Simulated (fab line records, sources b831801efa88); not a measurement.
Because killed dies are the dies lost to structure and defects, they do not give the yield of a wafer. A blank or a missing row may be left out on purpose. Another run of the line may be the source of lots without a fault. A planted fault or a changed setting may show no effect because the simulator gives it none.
fab line records | flow sky130
[record] lots = 13 | wafers = 39 | last-day = 50
route steps=708 shown PWDE@54 RES_PROTECT@215 LDD_N@241 POLY_CUT@317
lots that met no fault: from a run of the same line without faults
start-h: hours from the record's first day to the start of the lot's first wafer shown | wait-h: time in hours since the lot's previous step | " identical to the entry in the row above | L1.1+2: several wafers, shown together as one row | - no value, or no start was given | * or withheld: withheld | < > ~ a bound
route shown NAME@n: a module of which the file shows steps, and the number in the route of the first | usual: mean and standard deviation over wafers with no fault | same: alike in all rows | chamber/n: place in a boat | sites: per-site readings | _std_site: the standard deviation of these | _edge_site: the outer-site mean with the inner-site mean subtracted | radius-mm: for every site, how far away it sits from the centre of the wafer | mask NAME#n: copy n | behind: the tool/chamber that last shaped the wafer | hold: why the lot went on hold/how many hours it stayed there/how the hold came to an end | device: transistor that didn't switch, given as n, p or np | end of line: the tests these same wafers got at the end of their route | step lacking rows: just its recipe | killed: at the first sort, the dies lost to defects and structure; wafer yield is something else | map: dies across one wafer; x = killed, . = not, _ = none there
set.NAME: the setting as run; set.NAME@STEP: as run at that earlier step | model.NAME: the simulator's own value behind a step, which no gauge read
the route's steps for a sample of lots (tables are steps, rows are wafers)
services: a tool's chamber out of use, with start hour (start-h, from the record's first day; less than 0 if before it), hours out, and reason
[[steps]]
[step SKY_PWDE_STRIP_09]
[recipe] chemistry = O2/N2 | power-w = 1400 | pressure-mtorr = 1500 | platen-temp-c = withheld | o2-flow-sccm = 3000 | n2-flow-sccm = 300 | overash-fraction = 0.5
[usual] drypump-motor-current-A = 5.5/0.36 | o2-flow-sccm = 3001/9 | oes-product-au = 0.722/0.0044 | strip-time-to-endpoint-s = 36.88/0.086
lot.wafer | tool            | chamber | start-h | wait-h | drypump-motor-current-A | o2-flow-sccm | oes-product-au | rf-hours-counter-h | strip-time-to-endpoint-s
L335.1    | plasma-asher-02 | 1       | 75.07   | 0.1    | 5.4                     | 3021         | 0.726          | 40                 | 36.98
L335.4    | "               | 0       | "       | "      | 5.3                     | 2997         | 0.720          | -                  | 36.98
L335.5    | "               | 1       | "       | "      | 5.4                     | 2996         | 0.724          | -                  | 36.98
L336.1    | plasma-asher-04 | 1       | 82.28   | 0.1    | 4.9                     | 2995         | 0.720          | 26                 | 36.85
L336.3    | "               | 1       | "       | "      | 5.0                     | 2988         | 0.725          | -                  | 36.90
L336.4    | "               | 0       | "       | "      | 5.5                     | 3004         | 0.725          | -                  | 36.92
L337.1    | plasma-asher-04 | 1       | 84.32   | 0.1    | 4.9                     | 3015         | 0.723          | 27                 | 36.94
L337.4    | "               | 1       | "       | "      | 5.0                     | 3002         | 0.721          | -                  | 36.89
L337.6    | "               | 1       | "       | "      | 5.0                     | 3008         | 0.735          | -                  | 36.99
L338.2    | plasma-asher-01 | 0       | 91.06   | 0.1    | 6.1                     | 3002         | 0.718          | 40                 | 37.08
L338.3    | "               | 1       | "       | "      | 5.9                     | 3009         | 0.718          | -                  | 37.08
L338.5    | "               | 0       | "       | "      | 6.1                     | 3002         | 0.720          | -                  | 37.10
L339.3    | plasma-asher-02 | 0       | 98.85   | 0.1    | 5.3                     | 3005         | 0.726          | -                  | 36.82
L339.4    | "               | 1       | "       | "      | 5.4                     | 2995         | 0.725          | -                  | 36.90
L339.5    | "               | 1       | "       | "      | 5.4                     | 3007         | 0.718          | -                  | 36.96
L340.2    | plasma-asher-02 | 0       | 103.01  | 0.1    | 5.3                     | 3004         | 0.717          | 43                 | 36.87
L340.3    | "               | 1       | "       | "      | 5.4                     | 2999         | 0.718          | -                  | 36.83
L340.6    | "               | 0       | "       | "      | 5.3                     | 3000         | 0.725          | -                  | 37.01
L343.3    | plasma-asher-04 | 1       | 117.35  | 0.1    | 4.9                     | 2992         | 0.724          | -                  | 36.74
L343.4    | "               | 0       | "       | "      | 5.5                     | 3013         | 0.718          | -                  | 36.84
L343.6    | "               | 1       | "       | "      | 5.0                     | 2986         | 0.714          | -                  | 36.80
L344.2    | plasma-asher-04 | 1       | 123.96  | 0.1    | 4.9                     | 2998         | 0.719          | 31                 | 36.99
L344.4    | "               | 0       | "       | "      | 5.5                     | 3003         | 0.722          | -                  | 36.82
L344.6    | "               | 1       | "       | "      | 4.9                     | 3003         | 0.727          | -                  | 36.94
L351.1    | plasma-asher-01 | 0       | 168.48  | 0.1    | 6.1                     | 3000         | 0.715          | 5                  | 36.69
L351.3    | "               | 0       | "       | "      | 6.1                     | 3001         | 0.724          | -                  | 36.73
L351.4    | "               | 1       | "       | "      | 5.8                     | 3002         | 0.725          | -                  | 36.87
L354.1    | plasma-asher-01 | 1       | 179.71  | 0.1    | 5.9                     | 3002         | 0.723          | 6                  | 36.85
L354.3    | "               | 0       | "       | "      | 6.1                     | 2998         | 0.723          | -                  | 36.90
L354.6    | "               | 0       | "       | "      | 6.0                     | 3004         | 0.721          | -                  | 36.82
L355.1    | plasma-asher-02 | 0       | 186.37  | 0.1    | 5.3                     | 2986         | 0.722          | 50                 | 36.91
L355.4    | "               | 0       | "       | "      | 5.3                     | 2984         | 0.727          | -                  | 36.78
L355.5    | "               | 1       | "       | "      | 5.4                     | 3012         | 0.729          | -                  | 36.96
L356.2    | plasma-asher-02 | 1       | 196.27  | 0.1    | 5.4                     | 3004         | 0.720          | 51                 | 36.72
L356.5    | "               | 1       | "       | "      | 5.4                     | 3016         | 0.717          | -                  | 36.82
L356.6    | "               | 0       | "       | "      | 5.3                     | 2991         | 0.718          | -                  | 36.84
L357.3    | plasma-asher-01 | 0       | 197.80  | 0.1    | 6.1                     | 2997         | 0.722          | -                  | 36.94
L357.4    | "               | 1       | "       | "      | 5.9                     | 2993         | 0.719          | -                  | 36.90
L357.5    | "               | 1       | "       | "      | 5.8                     | 3002         | 0.717          | -                  | 36.89
[step SKY_RES_PROTECT_TW_MEAS_08]
[usual] POLY_GATE_TW = 3998/37
lot.wafer | tool          | chamber | start-h | wait-h | POLY_GATE_TW
L335.1    | film-metro-01 | -       | 346.53  | 0.1    | 4002
L335.4    | "             | -       | "       | "      | 4019
L335.5    | "             | -       | "       | "      | 4031
L336.1    | film-metro-01 | -       | 358.62  | 0.1    | 4017
L336.3    | "             | -       | "       | "      | 4038
L336.4    | "             | -       | "       | "      | 4023
L337.1    | film-metro-03 | -       | 359.82  | 0.1    | 3980
L337.4    | "             | -       | "       | "      | 3989
L337.6    | "             | -       | "       | "      | 4014
L338.2    | film-metro-02 | -       | 373.74  | 0.1    | 3953
L338.3    | "             | -       | "       | "      | 3977
L338.5    | "             | -       | "       | "      | 3966
L339.3    | film-metro-01 | -       | 381.03  | 0.1    | 3979
L339.4    | "             | -       | "       | "      | 4006
L339.5    | "             | -       | "       | "      | 4011
L340.2    | film-metro-02 | -       | 390.57  | 0.1    | 3980
L340.3    | "             | -       | "       | "      | 3979
L340.6    | "             | -       | "       | "      | 3940
L343.3    | film-metro-02 | -       | 413.28  | 0.1    | 3926
L343.4    | "             | -       | "       | "      | 3942
L343.6    | "             | -       | "       | "      | 3927
L344.2    | film-metro-03 | -       | 435.50  | 0.1    | 3994
L344.4    | "             | -       | "       | "      | 3995
L344.6    | "             | -       | "       | "      | 4003
L351.1    | film-metro-03 | -       | 493.01  | 0.1    | 4044
L351.3    | "             | -       | "       | "      | 4040
L351.4    | "             | -       | "       | "      | 4075
L354.1    | film-metro-02 | -       | 512.17  | 0.1    | 3939
L354.3    | "             | -       | "       | "      | 3941
L354.6    | "             | -       | "       | "      | 3943
L355.1    | film-metro-01 | -       | 520.93  | 0.1    | 3993
L355.4    | "             | -       | "       | "      | 4020
L355.5    | "             | -       | "       | "      | 4005
L356.2    | film-metro-02 | -       | 529.42  | 0.1    | 3973
L356.5    | "             | -       | "       | "      | 3973
L356.6    | "             | -       | "       | "      | 3949
L357.3    | film-metro-01 | -       | 550.45  | 0.1    | 3989
L357.4    | "             | -       | "       | "      | 3996
L357.5    | "             | -       | "       | "      | 3976
[step SKY_LDD_N_EXPOSE_04]
[recipe] mask-id = NTM | target-cd-nm = 840 | na = 0.6 | source-shape = conventional | sigma-outer = 0.6 | dose-mj = 110
[usual] stage-vel-mm-s = 500.04/0.23
lot.wafer | tool             | chamber | start-h | wait-h | mask     | stage-vel-mm-s
L335.1    | iline-stepper-01 | 0       | 393.80  | -      | NTM#0    | 500.62
L335.4    | "                | 0       | "       | "      | NTM#0    | 500.05
L335.5    | "                | 0       | "       | "      | NTM#0    | 500.08
L336.1    | iline-stepper-01 | 0       | 405.85  | -      | NTM#0    | 500.16
L336.3    | "                | 0       | "       | "      | NTM#0    | 499.78
L336.4    | "                | 0       | "       | "      | NTM#0    | 499.92
L337.1    | iline-stepper-02 | 0       | 410.20  | -      | NTM#0    | 500.00
L337.4    | "                | 0       | "       | "      | NTM#0    | 500.14
L337.6    | "                | 0       | "       | "      | NTM#0    | 500.03
L338.2    | iline-stepper-01 | 0       | 421.57  | -      | NTM#0    | 499.84
L338.3    | "                | 0       | "       | "      | NTM#0    | 499.87
L338.5    | "                | 0       | "       | "      | NTM#0    | 500.15
L339.3    | iline-stepper-02 | 0       | 429.29  | -      | NTM#0    | 499.93
L339.4    | "                | 0       | "       | "      | NTM#0    | 500.34
L339.5    | "                | 0       | "       | "      | NTM#0    | 499.85
L340.2    | iline-stepper-01 | 0       | 439.12  | -      | NTM#0    | 500.06
L340.3    | "                | 0       | "       | "      | NTM#0    | 499.91
L340.6    | "                | 0       | "       | "      | NTM#0    | 500.20
L343.3    | iline-stepper-02 | 0       | 466.59  | -      | NTM#0    | 500.03
L343.4    | "                | 0       | "       | "      | NTM#0    | 499.72
L343.6    | "                | 0       | "       | "      | NTM#0    | 500.13
L344.2    | iline-stepper-02 | 0       | 484.75  | -      | NTM_R1#0 | 499.71
L344.4    | "                | 0       | "       | "      | NTM_R1#0 | 499.59
L344.6    | "                | 0       | "       | "      | NTM_R1#0 | 500.19
L351.1    | iline-stepper-01 | 0       | 542.41  | -      | NTM#0    | 499.87
L351.3    | "                | 0       | "       | "      | NTM#0    | 499.81
L351.4    | "                | 0       | "       | "      | NTM#0    | 499.39
L354.1    | iline-stepper-02 | 0       | 562.62  | -      | NTM#0    | 500.03
L354.3    | "                | 0       | "       | "      | NTM#0    | 500.20
L354.6    | "                | 0       | "       | "      | NTM#0    | 500.08
L355.1    | iline-stepper-01 | 0       | 570.20  | -      | NTM#0    | 500.14
L355.4    | "                | 0       | "       | "      | NTM#0    | 500.17
L355.5    | "                | 0       | "       | "      | NTM#0    | 500.00
L356.2    | iline-stepper-01 | 0       | 576.64  | -      | NTM#0    | 500.05
L356.5    | "                | 0       | "       | "      | NTM#0    | 500.05
L356.6    | "                | 0       | "       | "      | NTM#0    | 500.00
L357.3    | iline-stepper-01 | 0       | 599.32  | -      | NTM#0    | 499.88
L357.4    | "                | 0       | "       | "      | NTM#0    | 500.24
L357.5    | "                | 0       | "       | "      | NTM#0    | 500.27
[step SKY_POLY_CUT_ETCH_10]
[recipe] chemistry = N2/H2 | target = BARC | ion-energy-ev = 200 | source-w = 500 | bias-w = 100 | pressure-mtorr = 30 | n2-flow-sccm = 100 | h2-flow-sccm = 200 | stop-on = SiO2 | time-s = 45.9 | target-depth-a = 600
[usual] drypump-motor-current-A = 5.6/0.54 | oes-product-au = 0.855/0.0047 | throttle-valve-pct = 13.224/0.0082
lot.wafer | tool        | chamber | start-h | wait-h | drypump-motor-current-A | oes-product-au | rf-hours-counter-h | throttle-valve-pct
L335.1    | rie-diel-02 | 0       | 565.33  | 0.0    | 5.0                     | 0.860          | 6                  | 13.226
L335.4    | "           | 1       | "       | "      | 5.0                     | 0.864          | 18                 | 13.232
L335.5    | "           | 0       | "       | "      | 5.0                     | 0.860          | -                  | 13.227
L336.1    | rie-diel-03 | 2       | 578.59  | 0.0    | 5.1                     | 0.852          | 3                  | 13.224
L336.3    | "           | 3       | "       | "      | 6.7                     | 0.864          | 9                  | 13.222
L336.4    | "           | 1       | "       | "      | 5.3                     | 0.860          | 0                  | 13.233
L337.1    | rie-diel-03 | 1       | 589.61  | 0.0    | 5.3                     | 0.849          | 1                  | 13.231
L337.4    | "           | 2       | "       | "      | 5.0                     | 0.857          | 3                  | 13.223
L337.6    | "           | 3       | "       | "      | 6.7                     | 0.846          | -                  | 13.212
L338.2    | rie-diel-02 | 3       | 593.31  | 0.0    | 5.9                     | 0.850          | 2                  | 13.212
L338.3    | "           | 0       | "       | "      | 5.0                     | 0.854          | 6                  | 13.213
L338.5    | "           | 0       | "       | "      | 5.0                     | 0.860          | -                  | 13.232
L339.3    | rie-diel-02 | 2       | 599.51  | 0.0    | 5.1                     | 0.858          | 45                 | 13.227
L339.4    | "           | 1       | "       | "      | 5.0                     | 0.860          | 19                 | 13.223
L339.5    | "           | 2       | "       | "      | 5.1                     | 0.853          | -                  | 13.224
L340.2    | rie-diel-01 | 1       | 607.54  | 0.0    | 5.7                     | 0.844          | 9                  | 13.212
L340.3    | "           | 3       | "       | "      | 5.8                     | 0.853          | 4                  | 13.222
L340.6    | "           | 0       | "       | "      | 5.7                     | 0.857          | -                  | 13.209
L343.3    | rie-diel-03 | 2       | 633.16  | 0.0    | 5.1                     | 0.847          | 5                  | 13.225
L343.4    | "           | 1       | "       | "      | 5.3                     | 0.856          | 1                  | 13.221
L343.6    | "           | 3       | "       | "      | 6.7                     | 0.858          | -                  | 13.249
L344.2    | rie-diel-03 | 1       | 649.91  | 0.0    | 5.3                     | 0.855          | 2                  | 13.222
L344.4    | "           | 2       | "       | "      | 5.1                     | 0.849          | 5                  | 13.224
L344.6    | "           | 3       | "       | "      | 6.7                     | 0.852          | -                  | 13.224
L351.1    | rie-diel-01 | 1       | 704.84  | 0.0    | 5.7                     | 0.860          | 11                 | 13.212
L351.3    | "           | 2       | "       | "      | 6.6                     | 0.858          | 52                 | 13.225
L351.4    | "           | 3       | "       | "      | 5.8                     | 0.855          | 6                  | 13.227
L354.1    | rie-diel-02 | 3       | 723.99  | 0.0    | 5.9                     | 0.858          | 5                  | 13.212
L354.3    | "           | 0       | "       | "      | 5.0                     | 0.851          | 8                  | 13.218
L354.6    | "           | 0       | "       | "      | 5.0                     | 0.851          | -                  | 13.223
L355.1    | rie-diel-01 | 0       | 729.36  | 0.0    | 5.7                     | 0.853          | 9                  | 13.223
L355.4    | "           | 0       | "       | "      | 5.7                     | 0.848          | -                  | 13.233
L355.5    | "           | 3       | "       | "      | 5.8                     | 0.853          | -                  | 13.223
L356.2    | rie-diel-01 | 0       | 737.26  | 0.0    | 5.7                     | 0.856          | 10                 | 13.202
L356.5    | "           | 3       | "       | "      | 5.8                     | 0.860          | -                  | 13.238
L356.6    | "           | 0       | "       | "      | 5.7                     | 0.856          | -                  | 13.216
L357.3    | rie-diel-02 | 3       | 758.13  | 0.0    | 5.9                     | 0.852          | 6                  | 13.219
L357.4    | "           | 0       | "       | "      | 5.0                     | 0.848          | 9                  | 13.225
L357.5    | "           | 2       | "       | "      | 5.2                     | 0.851          | -                  | 13.232
[[services]]
tool             | chamber | start-h | hours | kind
rie-diel-02      | 3       | 105.36  | 15.3  | repair
plasma-asher-02  | -       | 106.92  | 14.6  | pm
iline-stepper-02 | -       | 120.98  | 1.9   | repair
iline-stepper-01 | -       | 142.28  | 0.9   | repair
rie-diel-02      | 0       | 184.05  | 3.6   | repair
iline-stepper-01 | -       | 210.84  | 1.7   | pm
rie-diel-02      | 2       | 222.50  | 1.2   | repair
iline-stepper-02 | -       | 264.45  | 1.7   | pm
iline-stepper-02 | -       | 335.47  | 2.5   | repair
plasma-asher-02  | -       | 427.39  | 11.1  | repair
iline-stepper-01 | -       | 429.02  | 1.7   | pm
iline-stepper-01 | -       | 434.51  | 3.7   | repair
iline-stepper-02 | -       | 482.63  | 1.7   | pm
iline-stepper-02 | -       | 502.53  | 2.1   | pm
rie-diel-02      | 0       | 508.97  | 9.0   | repair
iline-stepper-01 | -       | 604.38  | 2.7   | repair
plasma-asher-02  | -       | 640.70  | 0.9   | repair
iline-stepper-01 | -       | 647.20  | 1.7   | pm
iline-stepper-01 | -       | 668.32  | 25.0  | repair
rie-diel-02      | -       | 669.75  | 0.9   | repair
iline-stepper-01 | -       | 693.35  | 4.3   | pm
iline-stepper-02 | -       | 700.81  | 1.7   | pm
plasma-asher-02  | -       | 707.89  | 0.5   | repair
iline-stepper-01 | -       | 717.81  | 4.4   | pm
[[key]]
[first-sign] step = SKY_LDD_N_EXPOSE_04 | reading = mask | direction = changed
effect none on later readings
met-at SKY_LDD_N_EXPOSE_04
struck-lots L344
sort-left-out L344.2,L344.4,L344.6
tester-left-out L344
not-acting-at SKY_PWDE_STRIP_09,SKY_RES_PROTECT_TW_MEAS_08,SKY_POLY_CUT_ETCH_10
onset-between 466.59 484.75
[fault] kind = wrong-mask | tool = any | chamber = - | onset-h = 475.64 | steps = SKY_LDD_N_EXPOSE_04 | aux-copy = NTM_R1#0 | cd-offset-nm = -168 | scope = struck-lots-only
// tester-left-out: of these lots the tester's yield and bins aren't shown, on N5 and GAA mostly nor the transistor test; their killed dies are dies lost to structure and defects alone, not to doping, threshold or leakage, so they don't give the yield
// sort-left-out: the simulated sort isn't trusted on such a fault, so these wafers' sort isn't shown, and their yield isn't known
